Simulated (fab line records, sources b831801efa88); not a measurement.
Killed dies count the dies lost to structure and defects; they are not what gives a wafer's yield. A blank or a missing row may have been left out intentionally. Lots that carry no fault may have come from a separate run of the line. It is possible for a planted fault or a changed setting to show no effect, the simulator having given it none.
Which tool did it? | flow sky130 | 39 wafers from 13 lots sampled at 5 of the route's 708 steps

== WHAT THE GAUGES READ, wafer by wafer ==
SKY_FIELD_ISO_THK_MEAS_23. Usual: FIELD_ISO_OXIDATION_01_THK typically reads 10.04 nm, with standard deviation 0.17.
lot  | measured    | on            | FIELD_ISO_OXIDATION_01_THK (nm) | flag
L363 | day 2 07:37 | film_metro-01 | 10.18 10.20 10.17               |
L364 | day 2 12:15 | film_metro-04 | 10.17 10.05 10.17               |
L366 | day 3 00:22 | film_metro-03 | 10.20 9.94 10.00                |
L367 | day 3 09:45 | film_metro-04 | 10.16 10.08 10.14               |
L368 | day 3 09:45 | film_metro-01 | 10.01 9.92 10.04                |
L369 | day 3 16:44 | film_metro-01 | 9.83 9.88 9.85                  |
L370 | day 3 21:58 | film_metro-03 | 9.89 9.79 9.96                  |
L377 | day 5 08:14 | film_metro-03 | 10.01 10.14 10.05               |
L378 | day 5 13:33 | film_metro-03 | 10.06 9.96 10.25                |
L380 | day 6 09:19 | film_metro-04 | 10.26 9.99 10.05                |
L382 | day 6 14:35 | film_metro-03 | 9.96 9.93 10.03                 |
L383 | day 6 18:51 | film_metro-04 | 10.03 9.98 10.09                |
L385 | day 7 00:32 | film_metro-01 | 9.78 9.94 9.92                  |

SKY_PWDE_OVL_MEAS_07. Usual: PWDE_OVL typically reads 0.0 nm, with standard deviation 1.4.
lot  | measured    | on         | PWDE_OVL (nm)  | flag
L363 | day 3 18:59 | overlay-02 | -2.0 0.2 -2.3  |
L364 | day 4 00:44 | overlay-02 | 1.0 0.1 1.5    |
L366 | day 4 20:37 | overlay-01 | -1.2 1.4 0.7   |
L367 | day 5 04:55 | overlay-02 | -1.1 -1.0 -0.2 |
L368 | day 5 04:08 | overlay-01 | 0.4 1.4 1.8    |
L369 | day 5 08:16 | overlay-02 | -1.4 -0.8 0.0  |
L370 | day 5 13:08 | overlay-01 | -0.3 0.6 -0.5  |
L377 | day 7 01:14 | overlay-01 | -0.9 -0.6 -1.9 |
L378 | day 7 08:38 | overlay-02 | -0.8 -1.4 0.6  |
L380 | day 8 05:44 | overlay-02 | 1.3 0.4 -1.8   |
L382 | day 8 11:11 | overlay-02 | 0.8 -0.1 2.3   |
L383 | day 8 14:44 | overlay-01 | 3.4 2.5 -0.1   |
L385 | day 8 22:16 | overlay-01 | 1.7 0.0 0.1    |

SKY_NWELL_OVL_MEAS_10. Usual: NWELL_00_OVL typically reads 0.1 nm, with standard deviation 1.4.
lot  | measured    | on         | NWELL_00_OVL (nm) | flag
L363 | day 4 11:47 | overlay-01 | -1.3 -0.6 -0.2    |
L364 | day 4 18:10 | overlay-02 | -3.3 -0.3 -1.9    |
L366 | day 5 14:14 | overlay-02 | 1.3 2.9 1.8       |
L367 | day 5 23:10 | overlay-02 | -0.7 1.6 0.1      |
L368 | day 5 21:35 | overlay-02 | -0.5 0.2 1.8      |
L369 | day 6 02:53 | overlay-02 | -1.0 -1.2 -1.6    |
L370 | day 6 07:44 | overlay-01 | -0.2 1.3 1.5      |
L377 | day 7 19:40 | overlay-01 | -0.9 -3.7 -0.4    |
L378 | day 8 04:13 | overlay-01 | 0.7 2.2 3.3       |
L380 | day 9 02:38 | overlay-02 | -0.9 -1.2 -1.7    |
L382 | day 9 09:04 | overlay-02 | -0.2 1.0 -0.2     |
L383 | day 9 11:46 | overlay-02 | 0.9 1.3 1.7       |
L385 | day 9 20:04 | overlay-02 | -1.9 0.1 0.8      |

== WHICH TOOL RAN EACH LOT (tool, then ch and the chambers of the sampled wafers, then the start) ==
lot  | SKY_FIELD_ISO_COAT_08            | SKY_FIELD_ISO_STRIP_16
L363 | litho_track-03 ch 0, day 1 20:00 | plasma_asher-04 ch 0,1, day 2 04:51
L364 | litho_track-03 ch 0, day 2 02:00 | plasma_asher-04 ch 0,1, day 2 10:20
L366 | litho_track-03 ch 0, day 2 11:00 | plasma_asher-02 ch 0,1, day 2 20:00
L367 | litho_track-03 ch 0, day 2 19:00 | plasma_asher-04 ch 1, day 3 03:35
L368 | litho_track-03 ch 0, day 2 22:00 | plasma_asher-01 ch 0,1, day 3 06:52
L369 | litho_track-03 ch 0, day 3 04:00 | plasma_asher-01 ch 0,1, day 3 12:58
L370 | litho_track-03 ch 0, day 3 11:00 | plasma_asher-04 ch 0,1, day 3 19:26
L377 | litho_track-02 ch 0, day 4 20:00 | plasma_asher-02 ch 0, day 5 06:07
L378 | litho_track-01 ch 0, day 5 02:00 | plasma_asher-02 ch 0,1, day 5 11:43
L380 | litho_track-02 ch 0, day 5 20:00 | plasma_asher-02 ch 0,1, day 6 06:25
L382 | litho_track-01 ch 0, day 6 02:00 | plasma_asher-02 ch 0,1, day 6 12:11
L383 | litho_track-03 ch 0, day 6 05:00 | plasma_asher-01 ch 0,1, day 6 16:13
L385 | litho_track-03 ch 0, day 6 12:00 | plasma_asher-02 ch 0,1, day 6 22:33
- SKY_FIELD_ISO_COAT_08: resist thk 450 nm.
- SKY_FIELD_ISO_STRIP_16: strips in O2/N2.

== WHAT THE TOOLS THEMSELVES READ (means of the sampled wafers that have a number; where no wafer has one, the mark that the record gives instead) ==
SKY_FIELD_ISO_COAT_08. Usual: exhaust_pa 44.8 Pa, standard deviation 0.89; resist_line_temp_C 22.99 C, standard deviation 0.11; spin_speed_rpm 2999.9 rpm, standard deviation 2.
lot  | tool           | exhaust_pa (Pa) | resist_line_temp_C (C) | spin_speed_rpm (rpm) | flag
L363 | litho_track-03 | 45.9            | 23.01                  | 3000.9               |
L364 | litho_track-03 | 44.7            | 23.02                  | 2998.9               |
L366 | litho_track-03 | 46.0            | 23.05                  | 2998.3               |
L367 | litho_track-03 | 44.9            | 22.88                  | 3002.4               |
L368 | litho_track-03 | 44.1            | 23.08                  | 2998.2               |
L369 | litho_track-03 | 45.5            | 22.95                  | 3002.7               |
L370 | litho_track-03 | 44.6            | 23.02                  | 2998.6               |
L377 | litho_track-02 | 42.9            | 22.81                  | 3000.5               |
L378 | litho_track-01 | 44.1            | 22.90                  | 2999.7               |
L380 | litho_track-02 | 45.3            | 22.92                  | 2998.6               |
L382 | litho_track-01 | 43.9            | 23.03                  | 3001.3               |
L383 | litho_track-03 | 46.1            | 22.92                  | 2999.5               |
L385 | litho_track-03 | 46.0            | 22.91                  | 3001.1               |

SKY_FIELD_ISO_STRIP_16. Usual: drypump_motor_current_A 5.7 A, standard deviation 0.59; oes_product_au 0.378 a.u., standard deviation 0.0049; strip_time_to_endpoint_s 3.54 s, standard deviation 0.04.
lot  | tool            | drypump_motor_current_A (A) | oes_product_au (a.u.) | strip_time_to_endpoint_s (s) | flag
L363 | plasma_asher-04 | 6.5                         | 0.373                 | 3.50                         |
L364 | plasma_asher-04 | 6.5                         | 0.378                 | 3.53                         |
L366 | plasma_asher-02 | 5.2                         | 0.381                 | 3.54                         |
L367 | plasma_asher-04 | 6.6                         | 0.376                 | 3.53                         |
L368 | plasma_asher-01 | 6.0                         | 0.381                 | 3.55                         |
L369 | plasma_asher-01 | 5.7                         | 0.351                 | 2.93                         | OFF
L370 | plasma_asher-04 | 6.5                         | 0.353                 | 2.91                         | OFF
L377 | plasma_asher-02 | 5.0                         | 0.375                 | 3.54                         |
L378 | plasma_asher-02 | 5.4                         | 0.382                 | 3.50                         |
L380 | plasma_asher-02 | 5.4                         | 0.383                 | 3.55                         |
L382 | plasma_asher-02 | 5.4                         | 0.376                 | 3.52                         |
L383 | plasma_asher-01 | 5.7                         | 0.378                 | 3.50                         |
L385 | plasma_asher-02 | 5.2                         | 0.378                 | 3.55                         |

== THE ANSWER, worked out from the rows above alone ==
Rule: lot off if the mean of its wafers having a number is beyond 3 standard deviations from the usual mean. Also off: a lot with no number at a reading for which 4 or more lots have one. The other lots that the step has rows for count as sound. Order of review: gauges by route order, followed by the tools' own readings, for which a lot's mean as printed above is used. The first step at which some lot is off is used, and at that step the reading that is off furthest; a lot without a number counts as furthest.
Off, at SKY_FIELD_ISO_STRIP_16 on strip_time_to_endpoint_s: L369, L370.
If a tool, at that step or one of the process steps before it, ran each lot that is off and ran no sound lot following the first of them, it fits. Not one of the candidates tried fits.

== WHAT HAD BEEN PUT IN BY THE SIMULATOR ==
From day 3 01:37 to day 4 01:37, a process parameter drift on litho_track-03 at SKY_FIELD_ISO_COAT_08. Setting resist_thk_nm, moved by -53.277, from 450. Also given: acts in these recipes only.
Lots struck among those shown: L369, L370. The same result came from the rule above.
